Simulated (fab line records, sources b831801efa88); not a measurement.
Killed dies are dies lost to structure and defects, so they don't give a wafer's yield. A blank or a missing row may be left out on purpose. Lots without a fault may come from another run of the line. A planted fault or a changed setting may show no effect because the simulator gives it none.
Which tool did it? | flow gf180mcu | 12 lots, 36 wafers sampled, at 4 steps of a route of 602

WHAT THE GAUGES READ, wafer by wafer
GF_NWELL_OVL_MEAS_07.
lot  | measured    | on         | NWELL_OVL (nm)
L105 | day 3 12:52 | overlay-01 | 1.6 -1.7 -0.4
L107 | day 4 00:24 | overlay-01 | 1.3 -0.1 -1.2
L109 | day 4 12:16 | overlay-01 | 0.3 2.9 2.4
L112 | day 5 01:56 | overlay-02 | -2.1 0.4 -0.3
L113 | day 5 07:19 | overlay-02 | -0.5 -0.6 -2.8
L116 | day 6 00:09 | overlay-02 | 0.0 0.5 -0.2
L118 | day 6 12:55 | overlay-02 | -2.3 -3.4 -0.7
L120 | day 6 23:23 | overlay-02 | -0.3 0.1 0.0
L121 | day 7 05:55 | overlay-01 | 1.8 -0.4 -0.1
L125 | day 8 02:46 | overlay-01 | -0.9 -0.5 -1.0
L126 | day 8 08:11 | overlay-01 | -0.6 -1.6 -0.2
L127 | day 8 12:54 | overlay-02 | 0.2 0.3 -0.8

GF_POLY_GATE_THK_MEAS_01.
lot  | measured     | on            | POLY_GATE_CVD_00_THK (nm)
L105 | day 8 18:26  | film_metro-02 | 198.0 200.0 200.1
L107 | day 9 08:23  | film_metro-04 | 197.7 200.6 197.1
L109 | day 10 04:38 | film_metro-02 | 198.7 200.9 201.8
L112 | day 10 21:52 | film_metro-02 | 217.5 216.4 216.2
L113 | day 11 06:49 | film_metro-02 | 211.4 213.8 213.0
L116 | day 12 06:14 | film_metro-02 | 199.2 199.9 198.5
L118 | day 12 14:09 | film_metro-02 | 201.9 201.5 200.7
L120 | day 13 07:35 | film_metro-02 | 203.5 202.9 201.8
L121 | day 13 17:40 | film_metro-04 | 199.3 198.5 198.8
L125 | day 14 17:25 | film_metro-02 | 203.0 203.4 201.4
L126 | day 15 01:31 | film_metro-02 | 202.9 204.0 203.5
L127 | day 15 08:24 | film_metro-03 | 201.1 199.5 200.8

WHICH TOOL RAN EACH LOT (tool, then ch and the chambers of the sampled wafers, then the start)
lot  | GF_VT_IMPLANT_STRIP_31               | GF_POLY_GATE_CVD_00
L105 | plasma_asher-01 ch 0,1, day 7 03:42  | lpcvd-02 ch 0, day 8 17:05
L107 | plasma_asher-03 ch 0,1, day 7 17:47  | lpcvd-02 ch 0, day 9 07:02
L109 | plasma_asher-01 ch 0,1, day 8 09:24  | lpcvd-02 ch 1, day 10 03:18
L112 | plasma_asher-02 ch 0, day 9 01:06    | lpcvd-01 ch 1, day 10 20:32
L113 | plasma_asher-03 ch 0,1, day 9 07:39  | lpcvd-01 ch 0, day 11 05:29
L116 | plasma_asher-03 ch 0,1, day 10 06:01 | lpcvd-02 ch 0, day 12 03:14
L118 | plasma_asher-02 ch 0,1, day 10 18:34 | lpcvd-02 ch 0, day 12 12:47
L120 | plasma_asher-03 ch 0,1, day 11 08:20 | lpcvd-02 ch 0, day 13 06:13
L121 | plasma_asher-01 ch 0,1, day 11 16:11 | lpcvd-02 ch 0, day 13 15:38
L125 | plasma_asher-01 ch 0,1, day 12 16:15 | lpcvd-02 ch 0, day 14 16:04
L126 | plasma_asher-03 ch 0,1, day 12 20:19 | lpcvd-02 ch 0, day 15 00:11
L127 | plasma_asher-02 ch 0,1, day 13 03:52 | lpcvd-01 ch 0, day 15 07:04
- GF_VT_IMPLANT_STRIP_31: strips in O2/N2.
- GF_POLY_GATE_CVD_00: deposits poly-Si, target thk 200 nm, time 1200 s.

WHAT THE TOOLS THEMSELVES READ (means of the sampled wafers that have a number; where no wafer has one, the mark that the record gives instead)
GF_VT_IMPLANT_STRIP_31.
lot  | tool            | drypump_motor_current_A (A) | heater_power_w (W) | oes_product_au (a.u.) | strip_time_to_endpoint_s (s)
L105 | plasma_asher-01 | 6.0                         | 364                | 0.713                 | 12.59
L107 | plasma_asher-03 | 5.1                         | 312                | 0.715                 | 12.65
L109 | plasma_asher-01 | 6.0                         | 370                | 0.717                 | 12.58
L112 | plasma_asher-02 | 6.1                         | 391                | 0.709                 | 12.61
L113 | plasma_asher-03 | 5.5                         | 326                | 0.717                 | 12.71
L116 | plasma_asher-03 | 5.6                         | 328                | 0.716                 | 12.65
L118 | plasma_asher-02 | 5.4                         | 359                | 0.715                 | 12.66
L120 | plasma_asher-03 | 5.5                         | 326                | 0.716                 | 12.63
L121 | plasma_asher-01 | 5.8                         | 357                | 0.714                 | 12.63
L125 | plasma_asher-01 | 6.0                         | 370                | 0.718                 | 12.67
L126 | plasma_asher-03 | 5.6                         | 331                | 0.718                 | 12.69
L127 | plasma_asher-02 | 5.4                         | 361                | 0.719                 | 12.68

GF_POLY_GATE_CVD_00.
lot  | tool     | pressure_mtorr (mTorr) | spike_tc_upper_C (C) | zone_power_bottom_pct (%)
L105 | lpcvd-02 | 199.6                  | 619.5                | 12.2
L107 | lpcvd-02 | 200.2                  | 619.6                | 12.2
L109 | lpcvd-02 | 200.0                  | 619.7                | 12.1
L112 | lpcvd-01 | 200.2                  | 620.7                | 14.4
L113 | lpcvd-01 | 199.7                  | 620.6                | 13.6
L116 | lpcvd-02 | 200.0                  | 618.3                | 12.2
L118 | lpcvd-02 | 200.1                  | 619.6                | 12.2
L120 | lpcvd-02 | 199.4                  | 618.9                | 12.2
L121 | lpcvd-02 | 199.9                  | 618.6                | 12.3
L125 | lpcvd-02 | 200.3                  | 619.7                | 12.1
L126 | lpcvd-02 | 200.0                  | 619.6                | 12.3
L127 | lpcvd-01 | 200.1                  | 620.8                | 13.7

THE ANSWER, worked out from the rows above alone
Rule: what is usual is taken from the lots themselves. Put in order of their means at a reading, lots are off if they are a third of the lots or fewer, leave a main group of 4 or more, and stand apart from it by a gap of 3 or more times the standard deviation of the main group's means; of several such gaps the widest counts. A main group whose means are all the same, to the digits that the tables above print for the reading, isn't used. A lot without any number at a reading at which 4 lots or more have one is off too. The other lots that the step has rows for count as sound. The gauges are gone through in route order, then the tools' own readings, and for those a lot's mean is taken as printed above. The first step at which some lot is off is used, and at that step the reading that is off furthest; a lot without a number counts as furthest.
Off: L112, L113, at GF_POLY_GATE_THK_MEAS_01 (POLY_GATE_CVD_00_THK). The main group: mean 200.7 nm, standard deviation 1.7.
A tool fits if, at a process step before that reading, it ran every lot that is off, and no sound lot after the first of them. The gauges at GF_POLY_GATE_THK_MEAS_01 aren't tried: what is off there is off at GF_POLY_GATE_CVD_00 too, on other tools, and a gauge's error can't cause that. None of those tried fits.

WHAT THE SIMULATOR HAD PUT IN
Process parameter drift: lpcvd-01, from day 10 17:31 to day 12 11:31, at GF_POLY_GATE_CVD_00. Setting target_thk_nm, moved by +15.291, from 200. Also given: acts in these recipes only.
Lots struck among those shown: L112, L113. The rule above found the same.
